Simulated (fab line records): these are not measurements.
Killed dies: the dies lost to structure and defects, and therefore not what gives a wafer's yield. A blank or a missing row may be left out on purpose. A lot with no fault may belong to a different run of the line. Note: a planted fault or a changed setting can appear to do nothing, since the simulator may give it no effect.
fab line records -- flow gf180mcu
[record] lots = 12, wafers = 36, lastDay = 35
route steps=602 shown STI@15 VT_IMPLANT@122 NSD@262 PSD@263
lots untouched by any fault: they come from a run of this same line in which no faults occurred
startH: start of the lot's first displayed wafer, in hours after the record's first day -- waitH: hours from the lot's prior step to this one -- " as in the row above -- L1.1+2: several wafers, shown together as one row -- - no value, or no start given -- * or withheld: withheld -- < > ~ a bound
route shown NAME@n: NAME is a module with steps in the file, n the number in the route of the first one -- usual: average and standard deviation across the fault-free wafers -- same: alike in all rows -- chamber/n: place in a boat -- sites: each site's reading -- _std_site: their standard deviation -- _edge_site: mean of outer sites minus mean of inner sites -- radiusMm: how far each site lies from the wafer's centre -- mask NAME#n: copy n -- behind: the tool/chamber that last shaped the wafer -- hold: why the lot was held/for how many hours/how that ended -- device: which transistor (n, p or np) failed to switch -- end of line: tests run on the same wafers once the route is complete -- where a step has no rows: the recipe by itself -- killed: dies lost to structure and defects at the first sort, not the wafer's yield -- map: per-die view of a wafer (x killed, . not killed, _ where there is no die)
set.NAME: the setting that was run; set.NAME@STEP: the one run at that earlier step -- model.NAME: the simulator's own value behind a step, which no gauge read
one table for each step of the route and one row for each wafer, over a sample of lots
services: from which hour (startH, from the record's first day; less than 0 if before it) a tool's chamber was out of use, for how many hours, and why
[[steps]]
[step GF_STI_ETCH_14]
[recipe] target = Si, chemistry = HBr/Cl2/O2, targetDepthNm = 360, icpW = 600, biasW = 150, pressureMtorr = 15, HBr_flow_sccm = 150, Cl2_flow_sccm = 40, O2_flow_sccm = 6, timeS = 102.9
[usual] drypumpMotorCurrentA = 5.6/0.39, oesProductAu = 1.000/0.016, throttleValvePct = 25.658/0.014
lot.wafer,tool,chamber,startH,waitH,drypumpMotorCurrentA,oesProductAu,rfHoursCounterH,throttleValvePct
L493.3,rieSi-02,0,26.01,0.0,4.9,0.997,143,25.668
L493.4,rieSi-02,3,26.01,0.0,6.0,1.016,112,25.646
L493.5,rieSi-02,3,26.01,0.0,6.0,1.018,-,25.642
L494.1,rieSi-02,3,32.76,0.0,6.0,1.020,112,25.636
L494.2,rieSi-02,1,32.76,0.0,5.3,0.975,96,25.677
L494.4,rieSi-02,2,32.76,0.0,5.6,0.982,94,25.663
L495.1,rieSi-01,1,38.81,0.0,5.7,1.002,116,25.663
L495.3,rieSi-01,2,38.81,0.0,5.1,1.003,16,25.652
L495.4,rieSi-01,0,38.81,0.0,5.8,1.014,65,25.650
L496.1,rieSi-02,2,41.86,0.0,5.7,0.995,94,25.654
L496.2,rieSi-02,0,41.86,0.0,5.0,0.995,144,25.660
L496.4,rieSi-02,3,41.86,0.0,5.9,1.022,112,25.655
L503.1,rieSi-02,3,77.90,0.0,6.0,1.008,113,25.643
L503.2,rieSi-02,2,77.90,0.0,5.6,0.969,95,25.678
L503.3,rieSi-02,1,77.90,0.0,5.3,0.973,97,25.658
L504.1,rieSi-02,0,83.11,0.0,4.9,0.689,144,25.868
L504.4,rieSi-02,1,83.11,0.0,5.4,0.689,97,25.862
L504.6,rieSi-02,3,83.11,0.0,6.0,0.715,-,25.857
L505.1,rieSi-02,2,89.35,0.0,5.6,0.695,95,25.858
L505.2,rieSi-02,0,89.35,0.0,5.0,0.694,144,25.876
L505.4,rieSi-02,1,89.35,0.0,5.3,0.697,97,25.851
L510.1,rieSi-01,0,113.20,0.0,5.9,1.025,66,25.651
L510.2,rieSi-01,2,113.20,0.0,5.0,1.006,16,25.661
L510.5,rieSi-01,0,113.20,0.0,5.8,1.007,-,25.654
L511.1,rieSi-01,1,119.86,0.0,5.7,1.014,117,25.648
L511.5,rieSi-01,2,119.86,0.0,5.1,1.017,-,25.644
L511.6,rieSi-01,3,119.86,0.0,6.2,1.013,-,25.643
L513.1,rieSi-01,1,130.15,0.0,5.7,1.012,117,25.651
L513.2,rieSi-01,2,130.15,0.0,5.1,0.992,17,25.656
L513.4,rieSi-01,3,130.15,0.0,6.2,1.002,16,25.664
L514.3,rieSi-01,2,134.56,0.0,5.1,0.996,17,25.674
L514.4,rieSi-01,1,134.56,0.0,5.7,0.994,117,25.654
L514.6,rieSi-01,2,134.56,0.0,5.1,1.002,-,25.648
L516.2,rieSi-01,2,145.00,0.0,5.1,0.999,17,25.658
L516.4,rieSi-01,3,145.00,0.0,6.2,1.004,16,25.650
L516.6,rieSi-01,3,145.00,0.0,6.2,1.012,-,25.679
[step GF_STI_STRIP_15]
[recipe] chemistry = O2/N2, powerW = 1400, pressureMtorr = 1500, platenTempC = 250, o2FlowSccm = 3000, n2FlowSccm = 300, overashFraction = 0.5
[usual] drypumpMotorCurrentA = 5.8/0.56, heaterPowerW = 355/52, oesProductAu = 0.385/0.0053, stripTimeToEndpointS = 3.74/0.059
lot.wafer,tool,chamber,startH,waitH,drypumpMotorCurrentA,heaterPowerW,oesProductAu,rfHoursCounterH,stripTimeToEndpointS
L493.3,plasmaAsher-03,0,26.11,0.1,6.3,377,0.386,-,3.81
L493.4,plasmaAsher-03,1,26.11,0.1,6.2,233,0.375,-,3.73
L493.5,plasmaAsher-03,1,26.11,0.1,6.2,229,0.393,-,3.75
L494.1,plasmaAsher-03,1,32.83,0.0,6.2,229,0.382,38,3.73
L494.2,plasmaAsher-03,0,32.83,0.0,6.3,379,0.394,38,3.80
L494.4,plasmaAsher-03,0,32.83,0.0,6.3,393,0.386,-,3.73
L495.1,plasmaAsher-02,0,38.88,0.0,6.3,409,0.386,37,3.68
L495.3,plasmaAsher-02,0,38.88,0.0,6.4,409,0.383,-,3.72
L495.4,plasmaAsher-02,1,38.88,0.0,6.3,328,0.389,-,3.73
L496.1,plasmaAsher-02,0,41.93,0.0,6.4,424,0.383,37,3.70
L496.2,plasmaAsher-02,1,41.93,0.0,6.3,328,0.384,37,3.79
L496.4,plasmaAsher-02,0,41.93,0.0,6.4,402,0.386,-,3.76
L503.1,plasmaAsher-01,0,77.97,0.0,5.0,352,0.387,27,3.69
L503.2,plasmaAsher-01,1,77.97,0.0,5.4,381,0.376,27,3.81
L503.3,plasmaAsher-01,1,77.97,0.0,5.4,398,0.403,-,3.85
L504.1,plasmaAsher-01,0,83.18,0.0,5.0,353,0.408,28,4.33
L504.4,plasmaAsher-01,0,83.18,0.0,5.0,341,0.399,-,4.32
L504.6,plasmaAsher-01,1,83.18,0.0,5.4,390,0.406,-,4.29
L505.1,plasmaAsher-03,0,89.42,0.0,6.3,383,0.408,44,4.33
L505.2,plasmaAsher-03,1,89.42,0.0,6.2,227,0.413,44,4.28
L505.4,plasmaAsher-03,1,89.42,0.0,6.2,235,0.410,-,4.36
L510.1,plasmaAsher-03,0,113.27,0.0,6.3,383,0.379,47,3.65
L510.2,plasmaAsher-03,1,113.27,0.0,6.2,235,0.379,47,3.69
L510.5,plasmaAsher-03,0,113.27,0.0,6.3,379,0.379,-,3.66
L511.1,plasmaAsher-01,0,119.93,0.0,5.0,364,0.379,32,3.71
L511.5,plasmaAsher-01,0,119.93,0.0,5.0,352,0.382,-,3.73
L511.6,plasmaAsher-01,1,119.93,0.0,5.4,389,0.379,-,3.70
L513.1,plasmaAsher-03,1,130.22,0.0,6.2,236,0.382,49,3.76
L513.2,plasmaAsher-03,0,130.22,0.0,6.3,392,0.387,49,3.69
L513.4,plasmaAsher-03,0,130.22,0.0,6.3,379,0.384,-,3.73
L514.3,plasmaAsher-03,0,134.66,0.1,6.3,376,0.386,-,3.81
L514.4,plasmaAsher-03,1,134.66,0.1,6.2,233,0.382,-,3.84
L514.6,plasmaAsher-03,0,134.66,0.1,6.3,387,0.385,-,3.74
L516.2,plasmaAsher-01,1,145.07,0.0,5.4,397,0.390,35,3.78
L516.4,plasmaAsher-01,1,145.07,0.0,5.4,387,0.380,-,3.75
L516.6,plasmaAsher-01,1,145.07,0.0,5.4,392,0.388,-,3.76
[step GF_VT_IMPLANT_TW_MEAS_32]
[usual] VT_IMPLANT_3_TW = 269.4/2.3
lot.wafer,tool,chamber,startH,waitH,VT_IMPLANT_3_TW
L493.3,filmMetro-02,-,142.80,0.1,270.6
L493.4,filmMetro-02,-,142.80,0.1,270.9
L493.5,filmMetro-02,-,142.80,0.1,270.5
L494.1,filmMetro-03,-,151.29,0.1,268.7
L494.2,filmMetro-03,-,151.29,0.1,267.8
L494.4,filmMetro-03,-,151.29,0.1,268.4
L495.1,filmMetro-03,-,162.83,0.1,268.3
L495.3,filmMetro-03,-,162.83,0.1,267.8
L495.4,filmMetro-03,-,162.83,0.1,266.3
L496.1,filmMetro-01,-,168.89,0.1,269.9
L496.2,filmMetro-01,-,168.89,0.1,269.8
L496.4,filmMetro-01,-,168.89,0.1,269.5
L503.1,filmMetro-01,-,211.48,0.1,267.6
L503.2,filmMetro-01,-,211.48,0.1,268.7
L503.3,filmMetro-01,-,211.48,0.1,268.4
L504.1,filmMetro-02,-,217.09,0.1,274.1
L504.4,filmMetro-02,-,217.09,0.1,273.6
L504.6,filmMetro-02,-,217.09,0.1,272.6
L505.1,filmMetro-03,-,224.99,0.1,271.0
L505.2,filmMetro-03,-,224.99,0.1,268.4
L505.4,filmMetro-03,-,224.99,0.1,269.9
L510.1,filmMetro-02,-,255.48,0.1,272.2
L510.2,filmMetro-02,-,255.48,0.1,273.0
L510.5,filmMetro-02,-,255.48,0.1,271.1
L511.1,filmMetro-03,-,262.87,0.1,265.4
L511.5,filmMetro-03,-,262.87,0.1,266.5
L511.6,filmMetro-03,-,262.87,0.1,264.6
L513.1,filmMetro-03,-,277.88,0.1,266.7
L513.2,filmMetro-03,-,277.88,0.1,268.4
L513.4,filmMetro-03,-,277.88,0.1,267.8
L514.3,filmMetro-02,-,283.75,0.1,271.3
L514.4,filmMetro-02,-,283.75,0.1,271.7
L514.6,filmMetro-02,-,283.75,0.1,272.9
L516.2,filmMetro-02,-,303.85,0.1,274.3
L516.4,filmMetro-02,-,303.85,0.1,274.3
L516.6,filmMetro-02,-,303.85,0.1,271.5
[step GF_PSD_RS_MEAS_14]
[recipe] thkMeasGauge = four-point-probe
[usual] NSD_RS = 46.15/0.073
lot.wafer,tool,chamber,startH,waitH,NSD_RS[ohm/sq]
L493.3,filmMetro-02,-,319.13,0.1,46.26
L493.4,filmMetro-02,-,319.13,0.1,46.20
L493.5,filmMetro-02,-,319.13,0.1,46.21
L494.1,filmMetro-03,-,331.44,0.1,46.21
L494.2,filmMetro-03,-,331.44,0.1,46.22
L494.4,filmMetro-03,-,331.44,0.1,46.23
L495.1,filmMetro-02,-,346.99,0.1,46.09
L495.3,filmMetro-02,-,346.99,0.1,46.17
L495.4,filmMetro-02,-,346.99,0.1,46.19
L496.1,filmMetro-03,-,357.95,0.1,46.13
L496.2,filmMetro-03,-,357.95,0.1,46.23
L496.4,filmMetro-03,-,357.95,0.1,46.17
L503.1,filmMetro-02,-,413.18,0.1,46.03
L503.2,filmMetro-02,-,413.18,0.1,46.00
L503.3,filmMetro-02,-,413.18,0.1,46.10
L504.1,filmMetro-03,-,420.79,0.1,46.21
L504.4,filmMetro-03,-,420.79,0.1,46.13
L504.6,filmMetro-03,-,420.79,0.1,46.17
L505.1,filmMetro-03,-,430.75,0.1,46.11
L505.2,filmMetro-03,-,430.75,0.1,46.10
L505.4,filmMetro-03,-,430.75,0.1,46.13
L510.1,filmMetro-02,-,471.60,0.1,46.22
L510.2,filmMetro-02,-,471.60,0.1,46.21
L510.5,filmMetro-02,-,471.60,0.1,46.14
L511.1,filmMetro-02,-,481.23,0.1,46.09
L511.5,filmMetro-02,-,481.23,0.1,46.09
L511.6,filmMetro-02,-,481.23,0.1,46.17
L513.1,filmMetro-02,-,497.19,0.1,46.18
L513.2,filmMetro-02,-,497.19,0.1,46.09
L513.4,filmMetro-02,-,497.19,0.1,46.16
L514.3,filmMetro-02,-,505.29,0.1,46.01
L514.4,filmMetro-02,-,505.29,0.1,46.17
L514.6,filmMetro-02,-,505.29,0.1,46.01
L516.2,filmMetro-02,-,527.80,0.1,46.14
L516.4,filmMetro-02,-,527.80,0.1,46.16
L516.6,filmMetro-02,-,527.80,0.1,46.18
[step GF_PSD_RS_MEAS_15]
[recipe] thkMeasGauge = four-point-probe
[usual] PSD_RS = 108.55/0.26
lot.wafer,tool,chamber,startH,waitH,PSD_RS[ohm/sq]
L493.3,filmMetro-02,-,319.25,0.1,108.90
L493.4,filmMetro-02,-,319.25,0.1,108.92
L493.5,filmMetro-02,-,319.25,0.1,108.65
L494.1,filmMetro-03,-,331.56,0.1,108.60
L494.2,filmMetro-03,-,331.56,0.1,108.31
L494.4,filmMetro-03,-,331.56,0.1,108.88
L495.1,filmMetro-02,-,347.11,0.1,108.57
L495.3,filmMetro-02,-,347.11,0.1,108.53
L495.4,filmMetro-02,-,347.11,0.1,108.47
L496.1,filmMetro-03,-,358.07,0.1,108.27
L496.2,filmMetro-03,-,358.07,0.1,108.82
L496.4,filmMetro-03,-,358.07,0.1,108.34
L503.1,filmMetro-02,-,413.30,0.1,108.28
L503.2,filmMetro-02,-,413.30,0.1,108.34
L503.3,filmMetro-02,-,413.30,0.1,108.25
L504.1,filmMetro-03,-,420.91,0.1,108.88
L504.4,filmMetro-03,-,420.91,0.1,108.56
L504.6,filmMetro-03,-,420.91,0.1,108.65
L505.1,filmMetro-03,-,430.87,0.1,108.33
L505.2,filmMetro-03,-,430.87,0.1,108.43
L505.4,filmMetro-03,-,430.87,0.1,108.10
L510.1,filmMetro-02,-,471.72,0.1,108.71
L510.2,filmMetro-02,-,471.72,0.1,108.78
L510.5,filmMetro-02,-,471.72,0.1,108.55
L511.1,filmMetro-02,-,481.35,0.1,108.30
L511.5,filmMetro-02,-,481.35,0.1,108.22
L511.6,filmMetro-02,-,481.35,0.1,108.80
L513.1,filmMetro-02,-,497.31,0.1,108.25
L513.2,filmMetro-02,-,497.31,0.1,108.61
L513.4,filmMetro-02,-,497.31,0.1,108.51
L514.3,filmMetro-02,-,505.41,0.1,108.38
L514.4,filmMetro-02,-,505.41,0.1,108.84
L514.6,filmMetro-02,-,505.41,0.1,108.75
L516.2,filmMetro-02,-,527.92,0.1,108.98
L516.4,filmMetro-02,-,527.92,0.1,108.57
L516.6,filmMetro-02,-,527.92,0.1,108.57
[[services]]
tool,chamber,startH,hours,kind
plasmaAsher-01,-,39.41,1.5,repair
rieSi-01,3,47.29,5.5,repair
rieSi-01,0,53.40,6.8,repair
rieSi-02,0,68.46,13.5,repair
plasmaAsher-02,-,69.34,7.8,pm
plasmaAsher-03,-,106.41,3.4,repair
rieSi-02,0,108.52,-,clean
rieSi-02,0,108.52,20.0,scheduledDown
rieSi-02,0,108.52,20.0,ventCycle
plasmaAsher-02,-,108.75,9.0,pm
plasmaAsher-02,0,108.75,9.0,ventCycle
plasmaAsher-02,1,108.75,9.0,ventCycle
plasmaAsher-02,0,117.75,-,clean
plasmaAsher-02,1,117.75,-,clean
rieSi-02,1,126.14,10.8,repair
[[key]]
[firstSign] step = GF_STI_ETCH_14, reading = oesProductAu, direction = down, sigmas = 18, usual = 1.000, struck = 0.697
[effect] step = GF_STI_ETCH_14, reading = throttleValvePct, direction = up, sigmas = 15, usual = 25.658, struck = 25.862
[effect] step = GF_STI_STRIP_15, reading = stripTimeToEndpointS, direction = up, sigmas = 9.8, usual = *, struck = *
metAt GF_STI_ETCH_14
struckLots L504,L505
testerLeftOut L504,L505
notActingAt GF_VT_IMPLANT_TW_MEAS_32,GF_PSD_RS_MEAS_14,GF_PSD_RS_MEAS_15
onsetBetween 77.90 83.11
[fault] kind = processParameterDrift, tool = rieSi-02, chamber = -, onsetH = 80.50, steps = GF_STI_ETCH_14, channel = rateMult, offset = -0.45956, shape = step, endH = 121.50
// testerLeftOut: of these lots the tester's yield and bins aren't shown, on N5 and GAA mostly nor the transistor test; their killed dies are dies lost to structure and defects alone, not to doping, threshold or leakage, so they don't give the yield
